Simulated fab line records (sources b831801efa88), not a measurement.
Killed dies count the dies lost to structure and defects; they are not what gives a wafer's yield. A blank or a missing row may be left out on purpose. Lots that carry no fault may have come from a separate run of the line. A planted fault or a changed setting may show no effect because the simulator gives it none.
Which tool did it?	flow sky130	72 wafers from 24 lots sampled at 3 of the route's 708 steps

== WHAT EACH GAUGE READ, for each wafer ==
SKY_VIA3_THK_MEAS_01. Usual: for VIA3_HDPCVD_THK the level is 1637 nm and the standard deviation is 18.
lot	measured	on	VIA3_HDPCVD_THK (nm)	flag
L074	day 38 20:22	film-metro-04	1640 1635 1629	
L075	day 38 22:30	film-metro-02	1647 1659 1667	
L076	day 39 01:54	film-metro-02	1636 1626 1666	
L077	day 39 10:31	film-metro-01	1668 1650 1644	
L078	day 39 15:22	film-metro-01	1642 1642 1622	
L079	day 39 21:32	film-metro-04	1640 1639 1640	
L080	day 40 01:51	film-metro-02	1605 1609 1628	
L081	day 40 08:17	film-metro-02	1654 1651 1647	
L082	day 40 21:25	film-metro-04	1668 1653 1647	
L083	day 41 01:04	film-metro-02	1640 1644 1650	
L084	day 41 03:53	film-metro-02	1644 1610 1620	
L085	day 41 15:26	film-metro-02	1617 1613 1633	
L086	day 42 02:35	film-metro-04	1625 1627 1637	
L087	day 42 04:17	film-metro-04	1642 1645 1650	
L088	day 42 21:31	film-metro-04	1661 1664 1650	
L089	day 43 01:09	film-metro-04	1661 1671 1651	
L090	day 43 12:16	film-metro-02	1646 1656 1658	
L091	day 43 21:59	film-metro-02	1611 1611 1615	
L093	day 43 23:55	film-metro-02	1616 1604 1603	
L092	day 44 01:08	film-metro-04	1636 1633 1642	
L094	day 44 04:02	film-metro-04	1616 1629 1623	
L095	day 45 03:53	film-metro-04	1621 1623 1639	
L097	day 45 05:26	film-metro-01	1609 1593 1618	
L096	day 45 08:58	film-metro-02	1628 1620 1628	

SKY_VIA3_CD_MEAS_12: the cd target is 200 nm. Usual: cd-nm reads 200.2 nm (standard deviation 1.4).
lot	measured	on	cd-nm (nm)	flag
L074	day 39 21:13	cd-sem-02	201.2 200.7 203.1	
L075	day 39 23:14	cd-sem-01	197.1 199.1 197.6	
L076	day 40 02:47	cd-sem-02	201.1 200.1 202.4	
L077	day 40 11:02	cd-sem-02	200.0 200.5 199.9	
L078	day 40 16:50	cd-sem-02	199.4 198.4 198.2	
L079	day 40 22:04	cd-sem-01	198.8 199.7 199.1	
L080	day 41 02:58	cd-sem-02	199.3 199.1 199.5	
L081	day 41 07:56	cd-sem-02	203.5 201.1 201.2	
L082	day 41 21:28	cd-sem-01	202.2 200.3 200.9	
L083	day 42 01:53	cd-sem-01	197.9 200.2 198.3	
L084	day 42 03:57	cd-sem-01	197.4 199.0 197.1	
L085	day 42 14:26	cd-sem-01	201.3 201.3 200.9	
L086	day 43 02:10	cd-sem-01	199.3 199.5 199.3	
L087	day 43 04:36	cd-sem-01	198.9 200.6 201.0	
L088	day 43 20:59	cd-sem-01	200.0 199.8 200.4	
L089	day 44 00:07	cd-sem-01	201.8 201.4 201.0	
L090	day 44 10:25	cd-sem-02	201.2 202.1 202.7	
L091	day 44 20:16	cd-sem-01	200.5 201.1 200.7	
L093	day 44 22:31	cd-sem-01	201.0 200.0 200.0	
L092	day 44 23:16	cd-sem-02	200.3 200.3 200.5	
L094	day 45 03:00	cd-sem-02	200.1 198.9 200.4	
L095	day 46 01:13	cd-sem-01	197.9 199.0 199.9	
L097	day 46 02:49	cd-sem-02	202.4 200.0 200.0	
L096	day 46 06:50	cd-sem-02	200.4 201.2 200.8	

== EACH LOT AND THE TOOL THAT RAN IT (in order: tool; ch and the chambers of the sampled wafers; start) ==
lot	SKY_METAL3_DESCUM_15
L074	rie-metal-03 ch 0,1, day 38 19:15
L075	rie-metal-03 ch 0,1, day 38 21:22
L076	rie-metal-04 ch 0,1, day 39 00:44
L077	rie-metal-02 ch 0,1, day 39 09:26
L078	rie-metal-02 ch 0,1, day 39 14:17
L079	rie-metal-03 ch 0,1, day 39 20:17
L080	rie-metal-03 ch 0,1, day 40 00:45
L081	rie-metal-03 ch 0,1, day 40 07:13
L082	rie-metal-02 ch 0,1, day 40 20:17
L083	rie-metal-02 ch 0,1, day 40 23:52
L084	rie-metal-02 ch 0,1, day 41 02:44
L085	rie-metal-03 ch 0,1, day 41 14:20
L086	rie-metal-03 ch 1, day 42 01:26
L087	rie-metal-02 ch 0,1, day 42 03:07
L088	rie-metal-03 ch 0,1, day 42 20:26
L089	rie-metal-04 ch 0,1, day 43 00:02
L090	rie-metal-02 ch 0,1, day 43 10:56
L091	rie-metal-04 ch 0,1, day 43 20:55
L093	rie-metal-02 ch 0, day 43 22:50
L092	rie-metal-02 ch 0,1, day 43 23:53
L094	rie-metal-04 ch 0,1, day 44 02:58
L095	rie-metal-03 ch 1, day 45 02:48
L097	rie-metal-02 ch 0,1, day 45 03:50
L096	rie-metal-04 ch 0,1, day 45 07:49
- SKY_METAL3_DESCUM_15: chemistry O2, time 8 s.

== AS READ BY THE TOOLS THEMSELVES (means over the sampled wafers that have a number; for cases with no such wafer, the mark the record gives instead) ==
SKY_METAL3_DESCUM_15. Usual: drypump-motor-current-A 5.9 A, standard deviation 0.34; oes-product-au 0.997 a.u., standard deviation 0.0084.
lot	tool	drypump-motor-current-A (A)	oes-product-au (a.u.)	flag
L074	rie-metal-03	5.7	0.999	
L075	rie-metal-03	5.8	0.999	
L076	rie-metal-04	6.1	1.003	
L077	rie-metal-02	5.9	0.991	
L078	rie-metal-02	5.9	1.005	
L079	rie-metal-03	5.8	0.996	
L080	rie-metal-03	6.1	0.992	
L081	rie-metal-03	5.8	0.997	
L082	rie-metal-02	5.9	0.999	
L083	rie-metal-02	5.7	0.986	
L084	rie-metal-02	5.8	0.998	
L085	rie-metal-03	5.8	0.990	
L086	rie-metal-03	6.4	1.003	
L087	rie-metal-02	5.7	0.992	
L088	rie-metal-03	6.1	0.995	
L089	rie-metal-04	6.1	0.996	
L090	rie-metal-02	5.7	0.989	
L091	rie-metal-04	6.1	1.008	
L093	rie-metal-02	5.6	0.979	
L092	rie-metal-02	5.9	0.989	
L094	rie-metal-04	6.2	1.003	
L095	rie-metal-03	6.4	0.991	
L097	rie-metal-02	5.7	0.992	
L096	rie-metal-04	6.1	0.999	

== THE ANSWER, worked out from the rows above alone ==
Rule: a lot counts as off when the mean over its wafers that have a number is more than 3 standard deviations away from the usual mean. A lot without any number at a reading at which 4 lots or more have one is off too. The other lots that the step has rows for count as sound. First the gauges in route order, then the tools' own readings, where a lot's mean is used as printed above. At the first step where some lot is off, the reading lying furthest off is the one used; lots without a number count as furthest.
No lot is off on any of the readings shown, so nothing can be concluded from this.

== WHAT HAD BEEN PUT IN BY THE SIMULATOR ==
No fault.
